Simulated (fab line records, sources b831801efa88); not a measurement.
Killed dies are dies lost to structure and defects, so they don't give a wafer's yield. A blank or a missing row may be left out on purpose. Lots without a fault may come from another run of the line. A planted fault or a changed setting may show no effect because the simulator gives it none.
Chamber matching | flow sky130 | SKY_VIA2_CMP_24 on cmp-02: 4 sister chambers
The step polishes, stops on SiO2, t overpolish 20 s, target thk 0 nm. 4 wafers are shown with their chamber, then 8 later ones without.

WAFERS WITH THEIR CHAMBER
wafer  | chamber | motor_current_A (A)
L186.4 | 3       | 12.1
L187.3 | 2       | 10.7
L187.4 | 0       | 12.4
L189.3 | 1       | 10.7

WAFERS WITHOUT THEIR CHAMBER
wafer  | motor_current_A (A)
L189.5 | 12.0
L189.6 | 12.2
L190.1 | 10.9
L190.4 | 10.9
L190.5 | 12.6
L199.2 | 11.5
L199.3 | 11.6
L199.4 | 12.9

WHICH CHAMBER EACH WENT THROUGH
wafer  | from the rows above               | in truth
L189.5 | can't be placed: 3 or 0           | 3
L189.6 | can't be placed: 3 or 0           | 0
L190.1 | can't be placed: 1 or 2           | 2
L190.4 | can't be placed: 1 or 2           | 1
L190.5 | can't be placed: 0 or 3           | 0
L199.2 | can't be placed: 3 or 1 or 2 or 0 | 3
L199.3 | can't be placed: 3 or 0 or 1 or 2 | 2
L199.4 | can't be placed: 0 or 3           | 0
Placed correctly: 0 of 8. Can't be placed from these rows: 8 (the true chamber is among the candidates in 8). Placed wrongly: 0.
How it was worked out, from the rows above alone: a wafer's distance from a chamber is the root of the sum, over the readings, of the square of ((its reading less the chamber's mean) divided by the reading's scatter). The wafer belongs to the nearest chamber; if the next one is less than 2 further off, it can't be placed. A chamber's mean is the mean of its shown wafers. The scatter: with one shown wafer a chamber, the root of the mean of the squares of how far each hidden wafer lies from its nearest shown one.
